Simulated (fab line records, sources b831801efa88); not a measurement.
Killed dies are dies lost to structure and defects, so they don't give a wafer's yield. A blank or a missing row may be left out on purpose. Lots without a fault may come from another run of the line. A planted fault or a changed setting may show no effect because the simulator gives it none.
fab line records | flow sky130
record lots=14 wafers=42 last_day=50
route steps=708 shown POLY_GATE@228 LDD_HVN@277 LDD_HVP@285 PAD_OPEN@708
lots that met no fault: from a run of the same line without faults
start_h: hours from the record's first day to the start of the lot's first wafer shown | wait_h: hours since the lot's step before | " the same as in the row above | L1.1+2: a row that stands for several wafers | - no value, or no start given | * or withheld: withheld | < > ~ a bound
route shown NAME@n: a module of which the file shows steps, and the number in the route of the first | usual: mean/standard deviation of fault-free wafers | same: alike in all rows | chamber/n: place in a boat | sites: the reading at each site | _std_site: their standard deviation | _edge_site: outer sites' mean less inner sites' | radius_mm: how far each site lies from the wafer's centre | mask NAME#n: copy n | behind: the tool/chamber that last shaped the wafer | hold: why the lot was held/for how many hours/how that ended | device: the transistor (n, p or np) that didn't switch | end of line: the same wafers' tests at the end of the route | a step without rows: its recipe alone | killed: dies lost to structure and defects at the first sort, not the wafer's yield | map: a wafer's dies, x killed, . not, _ none there
set.NAME: the setting as run; set.NAME@STEP: as run at that earlier step | model.NAME: the simulator's own value behind a step, which no gauge read
steps of the route over a sample of lots; a table a step, a row a wafer
services: from which hour (start_h, from the record's first day; less than 0 if before it) a tool's chamber was out of use, for how many hours, and why
## steps
# step SKY_POLY_GATE_OVL_MEAS_14
# usual POLY_GATE_OVL=0/5.4
# columns lot.wafer tool chamber start_h wait_h POLY_GATE_OVL[nm]
L123.2 overlay-02 - 389.75 0.1 -3
L123.3 " - " " -10
L123.6 " - " " -3
L125.1 overlay-01 - 401.37 0.1 1
L125.2 " - " " -1
L125.5 " - " " -6
L124.1 overlay-01 - 406.88 0.1 -1
L124.2 " - " " 5
L124.4 " - " " -3
L126.2 overlay-01 - 415.68 0.1 13
L126.4 " - " " 13
L126.5 " - " " 5
L127.1 overlay-01 - 416.02 0.1 6
L127.2 " - " " 3
L127.5 " - " " 5
L129.1 overlay-02 - 430.33 0.1 -2
L129.3 " - " " -1
L129.4 " - " " 0
L130.3 overlay-02 - 436.26 0.1 8
L130.4 " - " " 4
L130.6 " - " " 4
L131.1 overlay-01 - 456.72 0.1 2
L131.2 " - " " 4
L131.4 " - " " -4
L132.1 overlay-02 - 456.80 0.1 3
L132.2 " - " " -4
L132.6 " - " " 4
L138.2 overlay-02 - 501.83 0.1 3
L138.4 " - " " -2
L138.5 " - " " -4
L139.3 overlay-02 - 537.16 0.1 5
L139.4 " - " " 1
L139.6 " - " " 1
L142.1 overlay-01 - 542.18 0.1 2
L142.3 " - " " -2
L142.4 " - " " 4
L144.2 overlay-01 - 551.37 0.1 2
L144.4 " - " " 0
L144.6 " - " " 0
L145.2 overlay-01 - 560.12 0.1 10
L145.3 " - " " 0
L145.5 " - " " 9
# step SKY_LDD_HVN_TW_MEAS_10
# usual LDD_HVN_TW=1434/16
# columns lot.wafer tool chamber start_h wait_h LDD_HVN_TW
L123.2 film_metro-03 - 485.42 0.1 1458
L123.3 " - " " 1458
L123.6 " - " " 1455
L125.1 film_metro-01 - 499.75 0.1 1421
L125.2 " - " " 1427
L125.5 " - " " 1422
L124.1 film_metro-03 - 504.60 0.1 1464
L124.2 " - " " 1467
L124.4 " - " " 1457
L126.2 film_metro-01 - 511.91 0.1 1433
L126.4 " - " " 1434
L126.5 " - " " 1436
L127.1 film_metro-04 - 512.86 0.1 1419
L127.2 " - " " 1424
L127.5 " - " " 1419
L129.1 film_metro-03 - 526.79 0.1 1459
L129.3 " - " " 1458
L129.4 " - " " 1464
L130.3 film_metro-01 - 536.12 0.1 1437
L130.4 " - " " 1438
L130.6 " - " " 1433
L131.1 film_metro-01 - 552.06 0.1 1434
L131.2 " - " " 1435
L131.4 " - " " 1432
L132.1 film_metro-01 - 552.44 0.1 1432
L132.2 " - " " 1436
L132.6 " - " " 1439
L138.2 film_metro-01 - 594.07 0.1 1426
L138.4 " - " " 1438
L138.5 " - " " 1439
L139.3 film_metro-04 - 627.03 0.1 1418
L139.4 " - " " 1417
L139.6 " - " " 1419
L142.1 film_metro-01 - 633.23 0.1 1435
L142.3 " - " " 1434
L142.4 " - " " 1444
L144.2 film_metro-04 - 641.81 0.1 1421
L144.4 " - " " 1410
L144.6 " - " " 1411
L145.2 film_metro-04 - 650.67 0.1 1428
L145.3 " - " " 1430
L145.5 " - " " 1439
# step SKY_LDD_HVP_OVL_MEAS_07
# usual LDD_HVP_OVL=-0.7/1.4
# columns lot.wafer tool chamber start_h wait_h LDD_HVP_OVL[nm]
L123.2 overlay-02 - 516.16 0.1 -3.2
L123.3 " - " " -0.9
L123.6 " - " " -0.4
L125.1 overlay-01 - 530.06 0.1 0.7
L125.2 " - " " 0.3
L125.5 " - " " -0.2
L124.1 overlay-01 - 535.10 0.1 0.1
L124.2 " - " " 0.4
L124.4 " - " " -1.2
L126.2 overlay-02 - 542.61 0.1 -0.2
L126.4 " - " " -1.9
L126.5 " - " " -0.4
L127.1 overlay-02 - 543.43 0.1 -2.5
L127.2 " - " " -1.4
L127.5 " - " " -3.4
L129.1 overlay-01 - 556.81 0.1 0.1
L129.3 " - " " 0.9
L129.4 " - " " -1.4
L130.3 overlay-02 - 565.21 0.1 -2.5
L130.4 " - " " -1.7
L130.6 " - " " -2.3
L131.1 overlay-01 - 580.50 0.1 0.8
L131.2 " - " " -0.3
L131.4 " - " " 0.7
L132.1 overlay-01 - 580.71 0.1 2.0
L132.2 " - " " 1.6
L132.6 " - " " -0.3
L138.2 overlay-02 - 623.03 0.1 -2.5
L138.4 " - " " -1.7
L138.5 " - " " -2.1
L139.3 overlay-01 - 655.04 0.1 1.5
L139.4 " - " " 1.0
L139.6 " - " " 1.6
L142.1 overlay-01 - 660.91 0.1 1.4
L142.3 " - " " 1.4
L142.4 " - " " -0.6
L144.2 overlay-02 - 669.31 0.1 -1.2
L144.4 " - " " -0.7
L144.6 " - " " -0.5
L145.2 overlay-01 - 678.21 0.1 -3.2
L145.3 " - " " -1.2
L145.5 " - " " -1.6
# step SKY_LDD_HVP_IMPLANT_08
# recipe species=B energy_kev=20.17 dose_cm2=1.7e+13 tilt_deg=17.9
# usual beam_on_s=9.98/0.2 faraday_current_uA=96.0/1.9
# columns lot.wafer tool chamber start_h wait_h beam_on_s faraday_current_uA
L123.2 implanter-04 0 516.22 0.0 10.11 94.8
L123.3 " 0 " " 9.89 96.6
L123.6 " 0 " " 9.73 98.6
L125.1 implanter-04 0 530.09 0.0 10.09 95.0
L125.2 " 0 " " 9.74 97.9
L125.5 " 0 " " 9.91 96.7
L124.1 implanter-01 0 535.14 0.0 9.71 98.3
L124.2 " 0 " " 9.82 97.6
L124.4 " 0 " " 9.89 96.3
L126.2 implanter-02 0 542.66 0.0 10.22 93.5
L126.4 " 0 " " 9.98 96.5
L126.5 " 0 " " 10.34 93.0
L127.1 implanter-04 0 543.46 0.0 10.19 93.9
L127.2 " 0 " " 10.34 92.6
L127.5 " 0 " " 9.95 96.7
L129.1 implanter-02 0 556.84 0.0 9.94 96.4
L129.3 " 0 " " 9.80 97.7
L129.4 " 0 " " 9.79 97.7
L130.3 implanter-01 0 565.28 0.1 10.00 96.0
L130.4 " 0 " " 9.60 99.7
L130.6 " 0 " " 9.99 95.9
L131.1 implanter-04 0 580.53 0.0 9.89 96.0
L131.2 " 0 " " 9.86 97.8
L131.4 " 0 " " 9.93 96.0
L132.1 implanter-01 0 580.74 0.0 9.89 96.9
L132.2 " 0 " " 10.04 95.6
L132.6 " 0 " " 9.96 96.2
L138.2 implanter-01 0 623.09 0.0 10.52 90.7
L138.4 " 0 " " 10.29 93.0
L138.5 " 0 " " 10.06 95.5
L139.3 implanter-02 0 655.11 0.1 12.06 79.3
L139.4 " 0 " " 12.35 77.6
L139.6 " 0 " " 12.19 78.5
L142.1 implanter-02 0 660.94 0.0 12.46 77.5
L142.3 " 0 " " 12.42 77.7
L142.4 " 0 " " 12.28 78.3
L144.2 implanter-01 0 669.37 0.0 9.84 96.9
L144.4 " 0 " " 10.01 96.0
L144.6 " 0 " " 10.15 94.4
L145.2 implanter-01 0 678.27 0.0 9.90 96.7
L145.3 " 0 " " 10.09 95.1
L145.5 " 0 " " 9.82 97.3
# step SKY_LDD_HVP_TW_MEAS_10
# usual LDD_HVP_TW=452.3/3
# columns lot.wafer tool chamber start_h wait_h LDD_HVP_TW
L123.2 film_metro-01 - 516.45 0.1 453.8
L123.3 " - " " 457.1
L123.6 " - " " 455.7
L125.1 film_metro-04 - 530.34 0.1 449.8
L125.2 " - " " 449.3
L125.5 " - " " 450.9
L124.1 film_metro-04 - 535.39 0.1 451.3
L124.2 " - " " 450.0
L124.4 " - " " 451.6
L126.2 film_metro-02 - 542.90 0.1 450.2
L126.4 " - " " 449.5
L126.5 " - " " 449.5
L127.1 film_metro-04 - 543.71 0.1 450.8
L127.2 " - " " 450.2
L127.5 " - " " 448.4
L129.1 film_metro-01 - 557.09 0.1 457.4
L129.3 " - " " 455.4
L129.4 " - " " 455.8
L130.3 film_metro-01 - 565.50 0.1 454.4
L130.4 " - " " 456.0
L130.6 " - " " 456.8
L131.1 film_metro-02 - 580.78 0.1 450.9
L131.2 " - " " 452.7
L131.4 " - " " 452.8
L132.1 film_metro-04 - 580.99 0.1 451.6
L132.2 " - " " 452.6
L132.6 " - " " 449.7
L138.2 film_metro-04 - 623.32 0.1 448.8
L138.4 " - " " 450.0
L138.5 " - " " 446.9
L139.3 film_metro-01 - 655.33 0.1 488.6
L139.4 " - " " 487.4
L139.6 " - " " 485.4
L142.1 film_metro-02 - 661.19 0.1 481.8
L142.3 " - " " 479.5
L142.4 " - " " 481.8
L144.2 film_metro-02 - 669.60 0.1 449.4
L144.4 " - " " 452.7
L144.6 " - " " 452.0
L145.2 film_metro-02 - 678.50 0.1 452.3
L145.3 " - " " 452.9
L145.5 " - " " 453.2
# step SKY_PAD_OPEN_PROBE_99
# usual killed_at_M0_to_M3=43/7.1 killed_at_M4_up=3.0/1.6 killed_at_contacts=24/5.3 killed_at_front_end=16/4.1 killed_at_other=0.5/0.82 killed_dies=86/9.4 killed_open=46/6.9 killed_short=39/6.5
# same gross_dies=492 killed_at_back_side=0
# columns lot.wafer tool chamber start_h wait_h killed_at_M0_to_M3 killed_at_M4_up killed_at_contacts killed_at_front_end killed_at_other killed_dies killed_open killed_short
L130.3 prober-01 - 1118.88 0.2 43 4 21 22 1 91 50 41
L130.4 prober-01 - 1118.93 0.2 42 3 27 13 0 85 53 32
L130.6 prober-01 - 1119.03 0.2 40 5 22 10 3 80 38 42
L131.1 prober-02 - 1129.94 0.1 39 7 20 15 0 81 47 34
L131.2 prober-02 - 1129.99 0.1 35 7 15 11 1 69 34 34
L131.4 prober-02 - 1130.09 0.2 42 2 25 20 0 89 45 44
L132.1 prober-01 - 1132.38 0.1 35 3 22 15 0 75 41 34
L132.2 prober-01 - 1132.43 0.1 57 2 19 15 0 93 50 43
L132.6 prober-01 - 1132.63 0.2 55 1 16 7 0 79 48 31
L138.2 prober-02 - 1160.08 0.1 47 5 29 24 1 106 56 50
L138.4 prober-02 - 1160.18 0.2 46 1 18 12 1 78 39 39
L138.5 prober-02 - 1160.23 0.2 49 4 20 10 0 83 51 32
# killed by level:class
L130.3 VIA1:geometric_particle:open=12 VIA3:geometric_particle:open=9 CONTACT:geometric_particle:open=8 LI_CONTACT:geometric_particle:open=6 METAL1:geometric_particle:short=6 FIELD_ISO:geometric_particle:open=5 POLY_GATE:geometric_particle:short=4 SPACER:geometric_particle:short=4
L130.4 LI_CONTACT:geometric_particle:open=9 CONTACT:geometric_particle:open=9 VIA3:geometric_particle:open=9 VIA1:geometric_particle:open=7 METAL1:geometric_particle:open=5 VIA2:geometric_particle:open=5 POLY_GATE:geometric_particle:open=4 METAL1:geometric_particle:short=4
L130.6 VIA2:geometric_particle:open=7 LI_CONTACT:geometric_particle:open=6 VIA1:geometric_particle:open=6 METAL3:geometric_particle:short=6 VIA3:geometric_particle:open=6 CONTACT:geometric_particle:short=5 LOCAL_INTERCONNECT:geometric_particle:short=4 METAL1:geometric_particle:short=4
L131.1 VIA1:geometric_particle:open=14 LOCAL_INTERCONNECT:geometric_particle:short=6 FIELD_ISO:geometric_particle:open=5 CONTACT:geometric_particle:open=5 VIA3:geometric_particle:short=4 POLY_GATE:geometric_particle:open=4 LI_CONTACT:geometric_particle:open=4 CONTACT:geometric_particle:short=4
L131.2 METAL2:geometric_particle:short=8 VIA1:geometric_particle:open=7 LI_CONTACT:geometric_particle:open=6 METAL4:geometric_particle:short=6 METAL1:geometric_particle:short=5 VIA3:geometric_particle:open=5 POLY_GATE:geometric_particle:open=3 CONTACT:geometric_particle:open=3
L131.4 VIA3:geometric_particle:open=8 LI_CONTACT:geometric_particle:open=8 METAL2:geometric_particle:short=6 CONTACT:geometric_particle:open=6 VIA1:geometric_particle:open=5 FIELD_ISO:geometric_particle:short=4 POLY_GATE:geometric_particle:short=4 POLY_GATE:geometric_particle:open=4
L132.1 VIA1:geometric_particle:open=9 CONTACT:geometric_particle:open=8 VIA2:geometric_particle:open=8 LOCAL_INTERCONNECT:geometric_particle:short=5 VIA3:geometric_particle:open=5 METAL2:geometric_particle:short=5 FIELD_ISO:geometric_particle:open=4 POLY_GATE:geometric_particle:open=4
L132.2 VIA1:geometric_particle:open=14 VIA2:geometric_particle:open=12 METAL2:geometric_particle:short=10 CONTACT:geometric_particle:open=8 VIA1:geometric_particle:short=7 METAL1:geometric_particle:short=6 CONTACT:geometric_particle:short=5 FIELD_ISO:geometric_particle:open=4
L132.6 VIA1:geometric_particle:open=14 VIA2:geometric_particle:open=12 METAL2:geometric_particle:short=7 VIA1:geometric_particle:short=5 VIA3:geometric_particle:open=5 FIELD_ISO:geometric_particle:open=4 CONTACT:geometric_particle:open=4 METAL3:geometric_particle:short=4
L138.2 VIA1:geometric_particle:open=12 VIA3:geometric_particle:open=10 FIELD_ISO:geometric_particle:open=9 FIELD_ISO:geometric_particle:short=8 LI_CONTACT:geometric_particle:open=8 CONTACT:geometric_particle:short=8 CONTACT:geometric_particle:open=7 METAL2:geometric_particle:short=7
L138.4 VIA1:geometric_particle:open=8 METAL1:geometric_particle:short=8 METAL2:geometric_particle:short=7 VIA2:geometric_particle:open=6 LI_CONTACT:geometric_particle:open=5 CONTACT:geometric_particle:open=5 VIA1:geometric_particle:short=4 VIA3:geometric_particle:short=4
L138.5 VIA1:geometric_particle:open=12 VIA2:geometric_particle:open=10 LI_CONTACT:geometric_particle:open=7 METAL2:geometric_particle:short=6 CONTACT:geometric_particle:open=6 VIA3:geometric_particle:open=6 METAL1:geometric_particle:short=5 FIELD_ISO:geometric_particle:open=4
## services
# columns tool chamber start_h hours kind
implanter-02 - 546.29 1.4 repair
implanter-02 - 570.28 3.7 pm
implanter-02 - 602.20 5.2 pm
implanter-04 - 663.78 19.3 pm
## key
first_sign step=SKY_LDD_HVP_IMPLANT_08 reading=beam_on_s direction=up sigmas=11 usual=9.98 struck=12.30
effect step=SKY_LDD_HVP_IMPLANT_08 reading=faraday_current_uA direction=down sigmas=9.3 usual=96.0 struck=78.2
effect step=SKY_LDD_HVP_TW_MEAS_10 reading=LDD_HVP_TW direction=up sigmas=11 usual=452.3 struck=484.1
met_at SKY_LDD_HVP_IMPLANT_08
struck_lots L139,L142
tester_left_out L139,L142
not_acting_at SKY_POLY_GATE_OVL_MEAS_14,SKY_LDD_HVN_TW_MEAS_10,SKY_LDD_HVP_OVL_MEAS_07
onset_between 556.84 655.11
fault kind=process_parameter_drift tool=implanter-02 chamber=- onset_h=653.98 steps=SKY_LDD_HVP_IMPLANT_08 channel=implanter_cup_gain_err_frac offset=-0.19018 shape=step end_h=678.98
# tester_left_out: of these lots the tester's yield and bins aren't shown, on N5 and GAA mostly nor the transistor test; their killed dies are dies lost to structure and defects alone, not to doping, threshold or leakage, so they don't give the yield
